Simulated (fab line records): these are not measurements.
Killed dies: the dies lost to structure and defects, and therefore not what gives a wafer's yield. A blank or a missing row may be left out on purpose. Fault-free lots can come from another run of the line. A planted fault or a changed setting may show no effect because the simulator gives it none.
A struck lot beside a sound one :: flow gf180mcu :: 15 steps out of a route of 602
Sound: these wafers, L757.1, L757.4, L757.6. Struck: wafer L753.6 (left out: L753.2, L753.3 of the same lot, which were not struck); the cause appears at the end.
Each step with rows lists, per side, the tool, then ch with its chambers, then its first start. Under that, the readings that differ: sound wafers :: struck wafers :: difference of the means :: sigmas: that difference in standard deviations of wafers without a fault.
alike: a reading whose means differ by less than 2 such deviations, as well as words and numbers matching on both sides. not compared: withheld readings; readings where some wafer has no value; bounds like >300 that might hide an equal value; numbers whose values overlap and for which the record gives no deviation.
The two part at a step that has a row with sigmas, a row that says differs or no value, or rows on one side only. Numbers that don't overlap but have no deviation are shown without sigmas and don't part them. Lack of a reading on every wafer of one side parts them only where that side has two or more wafers.

first, 5 steps without rows for these wafers: GF_V5_COAT_09 (resist thk 1000 nm); GF_V5_SOFTBAKE_10 (time 60 s); GF_V5_EXPOSE_11 (exposes mask Via5, target cd 260 nm); GF_V5_PEB_12 (peb time 90 s); GF_V5_DEVELOP_13 (develop time 60 s).
GF_V5_CD_MEAS_14: target cd 260 nm.
  sound: cdSem-02 at day 32 06:17; struck: cdSem-02 at day 31 04:18
  alike: cdNm
GF_V5_OVL_MEAS_15:
  sound: overlay-01 at day 32 06:25; struck: overlay-02 at day 31 04:25
  alike: V5_OVL
GF_V5_ETCH_16: etches BARC in N2/H2.
  sound on rieDiel-04 ch 0,2,3, day 32 06:27; struck on rieDiel-04 ch 3, day 31 04:26
reading: oesProductAu (a.u.)
sound: 0.860 0.862 0.868
struck: 0.846
difference: -0.017
sigmas: -3
  alike: drypumpMotorCurrentA, throttleValvePct
GF_V5_ETCH_17: etches SiO2 in C4F8/O2/Ar, stops on TiN, target depth 855 nm.
  sound on rieDiel-04 ch 0,2,3; struck on rieDiel-04 ch 3
  alike: oesProductAu
GF_V5_STRIP_18: strips in O2/N2.
  sound on plasmaAsher-04 ch 0,1, day 32 06:36; struck on plasmaAsher-01 ch 0, day 31 04:35
  alike: drypumpMotorCurrentA, heaterPowerW, oesProductAu
  not compared: rfHoursCounterH
then, 2 steps without rows for these wafers: GF_V5_STRIP_19 (strips in post etch residue remover, time 1200 s); GF_V5_CLEAN_20 (cleans in DIW).
GF_V5_SPUTTER_21: material Ti, target thk 15 nm, time 80.02 s.
  sound: pvdSputter-03 at day 32 07:13; struck: pvdSputter-02 at day 31 05:07
reading: model.Ti_of_V5_SPUTTER_21.thkNm (nm)
sound: 15.07 15.08 15.08
struck: 8.404
difference: -6.673
sigmas: 
  alike: substrateTempC, throttleValvePct
GF_V5_SPUTTER_22: material TiN, target thk 10 nm, time 40 s.
  sound: pvdSputter-03 at day 32 07:17; struck: pvdSputter-02 at day 31 05:11
  alike: throttleValvePct
then, 1 step without rows for these wafers: GF_PASSIVATION_PROBE_99.

WHERE THEY PART
Only at GF_V5_ETCH_16, as far as this record shows. Later steps at which nothing parts them and some readings are alike: GF_V5_ETCH_17, GF_V5_STRIP_18, GF_V5_SPUTTER_21, GF_V5_SPUTTER_22.

WHY: what had been put in by the simulator
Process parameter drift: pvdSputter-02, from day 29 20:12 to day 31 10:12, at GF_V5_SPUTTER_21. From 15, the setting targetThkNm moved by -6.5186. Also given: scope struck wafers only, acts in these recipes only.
